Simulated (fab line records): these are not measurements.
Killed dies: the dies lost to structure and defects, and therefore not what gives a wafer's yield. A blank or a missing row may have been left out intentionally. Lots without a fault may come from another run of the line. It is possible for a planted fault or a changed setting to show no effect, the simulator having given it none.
Struck lot and sound lot, side by side	flow gf180mcu	27 steps out of a route of 602
Sound: wafers L970.2, L970.3, L970.4. Struck: wafers L978.2, L978.4, L978.6. The cause is given at the end.
At each step with rows: each side's tool, then ch and its chambers, then its first start. Under that, the readings that differ: sound wafers	struck wafers	difference of the means	sigmas: that difference in standard deviations of wafers without a fault.
alike: words and numbers the same on both sides, and readings whose means are apart by under 2 such deviations; not compared: readings that were withheld, readings missing a value for some wafer, numbers with overlapping values and no deviation given by the record, and bounds like >300 which may hide the same value.
Wherever a step has rows on one side only, a row that says differs or no value, or a row with sigmas, the two part there. When numbers do not overlap yet have no deviation, they are printed without sigmas and do not part them. A reading that every wafer of one side lacks parts them only if that side has two wafers or more.

GF_POLY_GATE_THK_MEAS_17:
  struck on film metro-04, day 14 02:17; sound on film metro-04, day 11 19:54
  alike: POLY_GATE_OXIDATION_THK
GF_POLY_GATE_CD_MEAS_18:
  struck on cd sem-01, day 14 02:23; sound on cd sem-02, day 11 19:59
  alike: cd nm
then, 7 steps without rows for these wafers: GF_HV_LDD_DEHYDRATE_00 (time 60 s); GF_HV_LDD_HMDS_01 (prime time 60 s); GF_HV_LDD_COAT_02 (resist thk 1000 nm); GF_HV_LDD_SOFTBAKE_03 (time 60 s); GF_HV_LDD_EXPOSE_04 (exposes mask Nplus LV AREA, target cd 400 nm); GF_HV_LDD_PEB_05; GF_HV_LDD_DEVELOP_06 (develop time 60 s).
GF_HV_LDD_CD_MEAS_07: target cd 400 nm.
  struck on cd sem-01, day 14 23:46; sound on cd sem-02, day 12 15:10
reading	sound	struck	difference	sigmas
cd nm (nm)	401.5 403.9 402.5	396.3 396.8 396.2	-6.2	-3
GF_HV_LDD_OVL_MEAS_08:
  struck on overlay-02, day 14 23:52; sound on overlay-02, day 12 15:17
  alike: HV_LDD_OVL
then, 1 step without rows for these wafers: GF_HV_LDD_IMPLANT_09.
GF_HV_LDD_STRIP_10: strips in O2/N2.
  sound on plasma asher-01 ch 0,1, day 12 15:28; struck on plasma asher-01 ch 0,1, day 15 00:03
  no value came back on the struck wafers for any of 7 readings (chamber pressure mTorr (mTorr), drypump motor current A (A) and others); on the sound wafers chamber pressure mTorr (mTorr) reads 1500.3 1498.7 1499.0
reading	sound	struck	difference	sigmas
model.NOVOLAK_of_HV_LDD_COAT_02.thk nm (nm)	0 0 0	1001 1001 1001	+1001	
  not compared: rf hours counter h
GF_HV_LDD_TW_MEAS_11:
  struck on film metro-02, day 15 00:10; sound on film metro-03, day 12 15:34
  alike: HV_LDD_TW
then, 7 steps without rows for these wafers: GF_HV_LDD_DEHYDRATE_12 (time 60 s); GF_HV_LDD_HMDS_13 (prime time 60 s); GF_HV_LDD_COAT_14 (resist thk 1000 nm); GF_HV_LDD_SOFTBAKE_15 (time 60 s); GF_HV_LDD_EXPOSE_16 (exposes mask Pplus LV AREA, target cd 400 nm); GF_HV_LDD_PEB_17; GF_HV_LDD_DEVELOP_18 (develop time 60 s).
GF_HV_LDD_CD_MEAS_19: target cd 400 nm.
  struck on cd sem-01, day 15 21:51; sound on cd sem-01, day 13 11:49
  alike: cd nm
GF_HV_LDD_OVL_MEAS_20:
  struck on overlay-02, day 15 21:58; sound on overlay-01, day 13 11:56
  alike: HV_LDD_01_OVL
then, 1 step without rows for these wafers: GF_HV_LDD_IMPLANT_21.
GF_HV_LDD_STRIP_22: strips in O2/N2.
  sound on plasma asher-01 ch 0,1, day 13 12:07; struck on plasma asher-01 ch 0,1, day 15 22:08
reading	sound	struck	difference	sigmas
strip time to endpoint s (s)	13.28 13.29 13.32	28.99 28.96 28.96	+15.67	+99 or more
  alike: chamber pressure mTorr, drypump motor current A, heater power w, n2 flow sccm, o2 flow sccm, oes product au
  not compared: rf hours counter h
GF_HV_LDD_TW_MEAS_23:
  struck on film metro-02, day 15 22:29; sound on film metro-03, day 13 12:13
reading	sound	struck	difference	sigmas
HV_LDD_2_TW	1053 1053 1052	30 30 30	-1023	-99 or more
  not compared: hold
then, 1 step without rows for these wafers: GF_PASSIVATION_PROBE_99.

## WHERE THEY PART
Earliest at GF_HV_LDD_CD_MEAS_07; latest, in this record, at GF_HV_LDD_TW_MEAS_23.

WHY: what had been put in by the simulator
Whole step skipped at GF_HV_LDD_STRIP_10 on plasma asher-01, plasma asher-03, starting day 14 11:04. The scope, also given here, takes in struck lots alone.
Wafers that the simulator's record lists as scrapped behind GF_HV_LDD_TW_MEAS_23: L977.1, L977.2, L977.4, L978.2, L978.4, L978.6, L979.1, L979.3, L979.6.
